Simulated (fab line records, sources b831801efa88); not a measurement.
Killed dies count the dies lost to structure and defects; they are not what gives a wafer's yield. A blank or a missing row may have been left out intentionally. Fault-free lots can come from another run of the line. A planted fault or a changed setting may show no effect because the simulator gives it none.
Comparing a struck lot with a sound one	flow sfqLine	41 out of 325 route steps
Sound: wafers L995.1, L995.3, L995.5. Wafers struck: L986.1, L986.4, L986.5. Last of all comes the cause.
Each step with rows lists, per side, the tool, then ch with its chambers, then its first start. Under that, the readings that differ: sound wafers	struck wafers	difference of the means	sigmas: that difference in standard deviations of wafers without a fault.
alike: words and numbers the same on both sides, and readings whose means are apart by under 2 such deviations; not compared: readings that were withheld, readings missing a value for some wafer, numbers with overlapping values and no deviation given by the record, and bounds like >300 which may hide the same value.
Wherever a step has rows on one side only, a row that says differs or no value, or a row with sigmas, the two part there. Numbers that don't overlap but have no deviation are shown without sigmas and don't part them. Lack of a reading on every wafer of one side parts them only where that side has two or more wafers.

first, 6 steps without rows for these wafers: SFQ_TRILAYER_L0_VIA_LITHO_COAT_018 (resist thk 62 nm); SFQ_TRILAYER_L0_VIA_LITHO_COAT_013 (resist thk 650 nm); SFQ_TRILAYER_L0_VIA_LITHO_SOFTBAKE_017; SFQ_TRILAYER_L0_VIA_LITHO_EXPOSE_014 (exposes mask L0V, target cd 700 nm); SFQ_TRILAYER_L0_VIA_LITHO_PEB_016 (peb time 60 s); SFQ_TRILAYER_L0_VIA_LITHO_DEVELOP_015 (time 60 s).
SFQ_L0V_OVL_MEAS_903:
  struck on overlay-01, day 7 04:31; sound on overlay-01, day 9 11:32
  alike: L0V_OVL
then, 2 steps without rows for these wafers: SFQ_TRILAYER_L0_VIA_BARC_OPEN_VIA_ETCH_021 (etches BARC in O2, target depth 125 nm, time 41.7 s); SFQ_TRILAYER_L0_VIA_ETCH_VIA_ETCH_016 (etches SiO2 in CHF3, stops on MoNx KI, target depth 80 nm).
SFQ_TRILAYER_L0_VIA_STRIP_STRIP_017: strips in O2.
  sound on rieMetal-04 ch 0,1, day 9 11:40; struck on rieMetal-03 ch 0,1, day 7 04:38
reading	sound	struck	difference	sigmas
drypumpMotorCurrentA (A)	5.64 6.13 6.11	5.49 5.26 5.30	-0.61	-2
  alike: heBacksideLeakSccm, oesProductAu
  not compared: rfHoursCounterH
then, 2 steps without rows for these wafers: SFQ_TRILAYER_L0_VIA_STRIP_SOLV_CLEAN_018 (cleans in NMP, time 600 s); SFQ_TRILAYER_M0_DEP_PRE_CLEAN_020 (time 15 s).
SFQ_TRILAYER_M0_DEP_SPUTTER_019: material Nb, target thk 200 nm, time 133.3 s.
  struck on pvdSputter-06, day 7 05:27; sound on pvdSputter-05, day 9 12:29
reading	sound	struck	difference	sigmas
model.Nb_of_TRILAYER_M0_DEP_SPUTTER_019.thkNm (nm)	197 198 198.2	240.2 241.5 239.9	+42.8	
  alike: throttleValvePct
SFQ_M0_RS_MEAS_904: measurement is done with a four-point probe.
  struck on filmMetro-03, day 7 05:50; sound on filmMetro-04, day 9 12:34
reading	sound	struck	difference	sigmas
M0_NB_RS (ohm/sq)	0.904 0.899 0.899	0.741 0.736 0.741	-0.161	-23
  not compared: hold
then, 5 steps without rows for these wafers: SFQ_TRILAYER_M0_LITHO_COAT_021 (resist thk 600 nm); SFQ_TRILAYER_M0_LITHO_SOFTBAKE_025; SFQ_TRILAYER_M0_LITHO_EXPOSE_022 (exposes mask M0, target cd 500 nm); SFQ_TRILAYER_M0_LITHO_PEB_024 (peb time 60 s); SFQ_TRILAYER_M0_LITHO_DEVELOP_023 (time 60 s).
-- the record jumps here: 2 days lie between the struck wafers' starts before and after --
SFQ_M0_OVL_MEAS_906:
  struck on overlay-02, day 9 09:08; sound on overlay-02, day 11 20:41
  alike: M0_OVL
then, 1 step without rows for these wafers: SFQ_TRILAYER_M0_BARC_OPEN_METAL_ETCH_031 (etches BARC in O2, target depth 125 nm, time 41.7 s).
SFQ_TRILAYER_M0_ETCH_METAL_ETCH_024: etches Nb in Cl2/Ar, stops on SiO2, target depth 240 nm, time 120 s.
  sound on rieMetal-04 ch 0, day 11 20:48; struck on rieMetal-02 ch 0,1, day 9 09:14
reading	sound	struck	difference	sigmas
drypumpMotorCurrentA (A)	6.1 6.1 6.1	5.4 5.4 4.7	-0.9	-2
oesProductAu (a.u.)	0.890 0.892 0.893	0.987 0.988 0.993	+0.098	+17
  alike: heBacksideLeakSccm
  not compared: rfHoursCounterH
SFQ_TRILAYER_M0_STRIP_STRIP_025: strips in O2.
  sound on rieMetal-04 ch 0, day 11 20:58; struck on rieMetal-02 ch 0,1, day 9 09:22
reading	sound	struck	difference	sigmas
drypumpMotorCurrentA (A)	6.1 6.1 6.1	5.4 5.4 4.7	-0.9	-2
  alike: heBacksideLeakSccm, oesProductAu
  not compared: rfHoursCounterH
then, 3 steps without rows for these wafers: SFQ_TRILAYER_M0_STRIP_SOLV_CLEAN_026 (cleans in NMP, time 600 s); SFQ_TRILAYER_I0_DEP_PECVD_027 (deposits SiO2 from SiH4/N2O, time 111.11 s, target thk 500 nm); SFQ_TRILAYER_I0_CMP_CMP_028 (polishes SiO2).
SFQ_I0_BOW_MEAS_907:
  struck on filmMetro-02, day 9 15:50; sound on filmMetro-01, day 12 11:01
  alike: I0_BOW
then, 7 steps without rows for these wafers: SFQ_TRILAYER_I0_METRO_MEASURE_029; SFQ_TRILAYER_I0_VIA_LITHO_COAT_036 (resist thk 60.99 nm); SFQ_TRILAYER_I0_VIA_LITHO_COAT_031 (resist thk 650 nm); SFQ_TRILAYER_I0_VIA_LITHO_SOFTBAKE_035; SFQ_TRILAYER_I0_VIA_LITHO_EXPOSE_032 (exposes mask I0, target cd 500 nm); SFQ_TRILAYER_I0_VIA_LITHO_PEB_034 (peb time 60 s); SFQ_TRILAYER_I0_VIA_LITHO_DEVELOP_033 (time 60 s).
-- the record jumps here: 2 days lie between the struck wafers' starts before and after --
SFQ_I0_OVL_MEAS_908:
  struck on overlay-01, day 11 23:05; sound on overlay-01, day 15 00:37
  alike: I0_OVL
SFQ_TRILAYER_I0_VIA_BARC_OPEN_VIA_ETCH_046: etches BARC in O2, target depth 125 nm, time 41.7 s.
  sound on rieDiel-04 ch 1,2,3, day 15 00:39; struck on rieDiel-03 ch 0,2, day 11 23:07
  alike: drypumpMotorCurrentA, oesProductAu
  not compared: rfHoursCounterH
SFQ_TRILAYER_I0_VIA_ETCH_VIA_ETCH_034: etches SiO2 in CHF3, stops on Nb, target depth 260 nm.
  sound on rieDiel-04 ch 1,2,3, day 15 00:41; struck on rieDiel-03 ch 0,2, day 11 23:10
  alike: drypumpMotorCurrentA, oesProductAu
SFQ_TRILAYER_I0_VIA_STRIP_STRIP_035: strips in O2.
  sound on rieMetal-01 ch 0,1, day 15 00:48; struck on rieMetal-01 ch 0,1, day 11 23:17
  alike: drypumpMotorCurrentA, heBacksideLeakSccm, oesProductAu
  not compared: rfHoursCounterH
then, 2 steps without rows for these wafers: SFQ_TRILAYER_I0_VIA_STRIP_SOLV_CLEAN_036 (cleans in NMP, time 600 s); SFQ_TRILAYER_M1_DEP_PRE_CLEAN_038 (time 22.5 s).
-- the record jumps here: 64 days lie between the struck wafers' starts before and after --
SFQ_M8_BOW_MEAS_951:
  struck on filmMetro-01, day 76 11:02; sound on filmMetro-01, day 80 06:17
reading	sound	struck	difference	sigmas
model.etest.m0.ohmUm	1.806 1.804 1.798	1.482 1.478 1.485	-0.321	
model.etest.i0.linkOhm	1.962 1.952 1.955	1.82 1.805 1.812	-0.14	
model.etest.m0.ohmSq	0.904 0.8995 0.8986	0.7414 0.7373 0.7421	-0.1604	
  alike: M8_BOW

## WHERE THEY PART
Last at SFQ_TRILAYER_M0_STRIP_STRIP_025 as far as this record goes, first at SFQ_TRILAYER_L0_VIA_STRIP_STRIP_017. Later steps at which nothing parts them and some readings are alike: SFQ_I0_BOW_MEAS_907, SFQ_I0_OVL_MEAS_908, SFQ_TRILAYER_I0_VIA_BARC_OPEN_VIA_ETCH_046, SFQ_TRILAYER_I0_VIA_ETCH_VIA_ETCH_034, SFQ_TRILAYER_I0_VIA_STRIP_STRIP_035, SFQ_M8_BOW_MEAS_951.

WHY: the cause the simulator had injected
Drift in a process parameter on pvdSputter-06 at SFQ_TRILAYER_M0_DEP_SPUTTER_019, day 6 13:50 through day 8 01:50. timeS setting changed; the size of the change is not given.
